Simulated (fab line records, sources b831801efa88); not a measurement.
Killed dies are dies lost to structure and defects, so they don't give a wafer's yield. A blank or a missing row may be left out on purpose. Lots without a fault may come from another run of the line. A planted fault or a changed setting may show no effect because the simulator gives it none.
Chamber matching | flow sky130 | SKY_FIELD_ISO_CMP_27 on cmp-01: 4 sister chambers
The step polishes, stops on Si3N4, t overpolish 16 s, target thk 457.8 nm. 8 wafers are shown with their chamber, then 7 later ones without.

WAFERS WITH THEIR CHAMBER
wafer  | chamber | motor_current_A (A) | overpolish_run_s (s)
L311.2 | 1       | 13.8                | 16.008
L314.2 | 3       | 12.3                | 15.989
L314.5 | 0       | 11.3                | 16.007
L316.1 | 0       | 10.8                | 16.012
L316.3 | 2       | 11.8                | 16.003
L316.4 | 3       | 12.4                | 16.003
L315.3 | 2       | 11.9                | 15.993
L315.5 | 1       | 14.5                | 16.012

WAFERS WITHOUT THEIR CHAMBER
wafer  | motor_current_A (A) | overpolish_run_s (s)
L315.6 | 10.9                | 16.000
L326.3 | 12.2                | 16.002
L326.5 | 14.4                | 16.016
L326.6 | 11.8                | 16.008
L328.2 | 11.4                | 15.983
L328.4 | 14.5                | 16.006
L328.6 | 11.7                | 16.000

WHICH CHAMBER EACH WENT THROUGH
wafer  | from the rows above          | in truth
L315.6 | can't be placed: 0 or 2      | 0
L326.3 | can't be placed: 3 or 2      | 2
L326.5 | 1                            | 1
L326.6 | can't be placed: 2 or 0 or 3 | 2
L328.2 | can't be placed: 2 or 3 or 0 | 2
L328.4 | 1                            | 1
L328.6 | can't be placed: 2 or 3 or 0 | 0
Placed correctly: 2 of 7. Can't be placed from these rows: 5 (the true chamber is among the candidates in 5). Placed wrongly: 0.
How it was worked out, from the rows above alone: a wafer's distance from a chamber is the root of the sum, over the readings, of the square of ((its reading less the chamber's mean) divided by the reading's scatter). The wafer belongs to the nearest chamber; if the next one is less than 2 further off, it can't be placed. A chamber's mean is the mean of its shown wafers. The scatter: the root of (the sum of the squares of (reading less its chamber's mean) over the shown wafers, divided by (wafers less chambers)).
